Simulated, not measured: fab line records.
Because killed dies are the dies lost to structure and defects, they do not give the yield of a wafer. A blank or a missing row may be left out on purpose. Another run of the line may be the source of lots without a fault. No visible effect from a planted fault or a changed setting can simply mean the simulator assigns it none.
A struck lot beside a sound one -- flow sky130 -- 15 out of 708 route steps
Sound: these wafers, L433.1, L433.3, L433.5. Struck: wafer L440.4 (left out: L440.3, L440.6 of the same lot, which were not struck); the cause appears at the end.
Each step with rows lists, per side, the tool, then ch with its chambers, then its first start. Under that, the readings that differ: sound wafers -- struck wafers -- difference of the means -- sigmas: that difference in standard deviations of wafers without a fault.
alike: words and numbers the same on both sides, and readings whose means are apart by under 2 such deviations; not compared: readings that were withheld, readings missing a value for some wafer, numbers with overlapping values and no deviation given by the record, and bounds like >300 which may hide the same value.
A row with sigmas, a row that says differs or no value, or rows on one side alone: a step with any of these is where the two part. Numbers that don't overlap but have no deviation are shown without sigmas and don't part them. A reading that every wafer of one side lacks parts them only if that side has two wafers or more.

SKY_VIA1_STRIP_16: strips in O2/N2.
  sound on plasmaAsher-04 ch 0,1, day 33 19:53; struck on plasmaAsher-04 ch 1, day 36 12:20
  alike: drypumpMotorCurrentA, oesProductAu, stripTimeToEndpointS
  not compared: rfHoursCounterH
then, 3 steps without rows for these wafers: SKY_VIA1_STRIP_17 (strips in post etch residue remover, time 1200 s); SKY_VIA1_CLEAN_18 (cleans in IPA, time 180 s); SKY_VIA1_CLEAN_19 (cleans in O3/DIW).
SKY_VIA1_SPUTTER_20: material TiN, target thk 20 nm, time 80 s.
  struck on pvdSputter-04, day 36 12:56; sound on pvdSputter-04, day 33 20:29
  alike: throttleValvePct
SKY_VIA1_CVD_21: deposits W, target thk 270 nm, time 80.902 s.
  sound on cvdW-01 ch 0,1, day 33 20:33; struck on cvdW-01 ch 1, day 36 13:02
  alike: heaterPowerW
SKY_VIA1_RS_MEAS_22: measures by four-point-probe.
  struck on filmMetro-04, day 36 13:08; sound on filmMetro-03, day 33 20:39
reading,sound,struck,difference,sigmas
VIA1_W_RS (ohm/sq),0.413 0.418 0.427,0.433,+0.014,+2
SKY_VIA1_THK_MEAS_23: measures by xrf.
  struck on filmMetro-04, day 36 13:14; sound on filmMetro-03, day 33 20:46
  alike: VIA1_W_THK
then, 3 steps without rows for these wafers: SKY_VIA1_CMP_24 (polishes, stops on SiO2, t overpolish 15 s, target thk 0 nm); SKY_METAL2_SPUTTER_00 (material Ti, target thk 15 nm, time 10 s); SKY_METAL2_SPUTTER_01 (material TiN, target thk 20 nm, time 16.7 s).
SKY_METAL2_SPUTTER_02: material AlCu, target thk 250 nm, time 13.3 s.
  struck on pvdSputter-01, day 36 13:37; sound on pvdSputter-01, day 33 21:10
  alike: throttleValvePct
SKY_METAL2_SPUTTER_03: material Ti, target thk 5 nm, time 3.3 s.
  struck on pvdSputter-01, day 36 13:38; sound on pvdSputter-01, day 33 21:12
reading,sound,struck,difference,sigmas
model.Ti_of_METAL2_SPUTTER_03.thkNm (nm),4.969 4.949 5.036,4.447,-0.538,
  alike: throttleValvePct
SKY_METAL2_SPUTTER_04: material TiN, target thk 70 nm, time 58.3 s.
  struck on pvdSputter-01, day 36 13:40; sound on pvdSputter-01, day 33 21:13
  alike: throttleValvePct
next, for these wafers, 1 step has no rows: SKY_PAD_OPEN_PROBE_99.

## WHERE THEY PART
SKY_VIA1_RS_MEAS_22 only, going by this record. Later steps at which nothing parts them and some readings are alike: SKY_VIA1_THK_MEAS_23, SKY_METAL2_SPUTTER_02, SKY_METAL2_SPUTTER_03, SKY_METAL2_SPUTTER_04.

WHY: what had been put in by the simulator
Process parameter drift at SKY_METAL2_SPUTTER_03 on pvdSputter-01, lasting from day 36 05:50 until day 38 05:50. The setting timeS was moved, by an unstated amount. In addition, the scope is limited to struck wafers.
